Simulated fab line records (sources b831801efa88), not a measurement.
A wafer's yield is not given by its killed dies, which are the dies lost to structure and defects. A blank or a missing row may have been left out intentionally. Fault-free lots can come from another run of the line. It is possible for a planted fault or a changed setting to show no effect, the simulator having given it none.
2 desks, one fault | flow sky130 | numbers are kept per desk, each desk with only its own; the story behind them comes last

FOR THE TOOL OWNER'S DESK: pvd-sputter-04
At SKY_METAL4_SPUTTER_01 (material TiN, target thk 20 nm, time 16.7 s) the tool's own readings: per lot run on this tool, the mean of the sampled wafers that have a number. A lot is out of limits, marked OUT, if its mean lies more than 4 standard deviations from the usual mean; the brackets give that distance.
Columns: A = throttle-valve-pct at SKY_METAL4_SPUTTER_01, usual 30.7 %
lot  | first seen here | A
L190 | day 41 18:12    | 31.3
L201 | day 44 23:14    | 30.8
L202 | day 45 07:51    | 31.1
This desk's verdict: no lot among the 3 shows anything out of limits.

FROM THE METROLOGY DESK
Lot by lot, what the gauges showed, no matter which tool ran the lot: averages of those sampled wafers that carry a number. A lot is out of limits, marked OUT, if its mean lies more than 4 standard deviations from the usual mean; the brackets give that distance.
Columns: A = VIA3_W_RS at SKY_VIA3_RS_MEAS_22, usual 0.296 ohm/sq; B = VIA3_W_THK at SKY_VIA3_THK_MEAS_23, usual 392 nm
lot  | first seen here | A     | B
L184 | day 40 08:37    | 0.302 | 387
L186 | day 40 12:37    | 0.293 | 390
L190 | day 41 17:42    | 0.298 | 394
L201 | day 44 22:44    | 0.296 | 391
L202 | day 45 07:21    | 0.295 | 397
L203 | day 45 08:57    | 0.292 | 392
This desk's verdict: no lot among the 6 shows anything out of limits.

PUT TOGETHER
The desk of the tool owner found nothing out of limits.
At the metrology desk, nothing out of limits was observed.

WHAT THE SIMULATOR HAD PUT IN
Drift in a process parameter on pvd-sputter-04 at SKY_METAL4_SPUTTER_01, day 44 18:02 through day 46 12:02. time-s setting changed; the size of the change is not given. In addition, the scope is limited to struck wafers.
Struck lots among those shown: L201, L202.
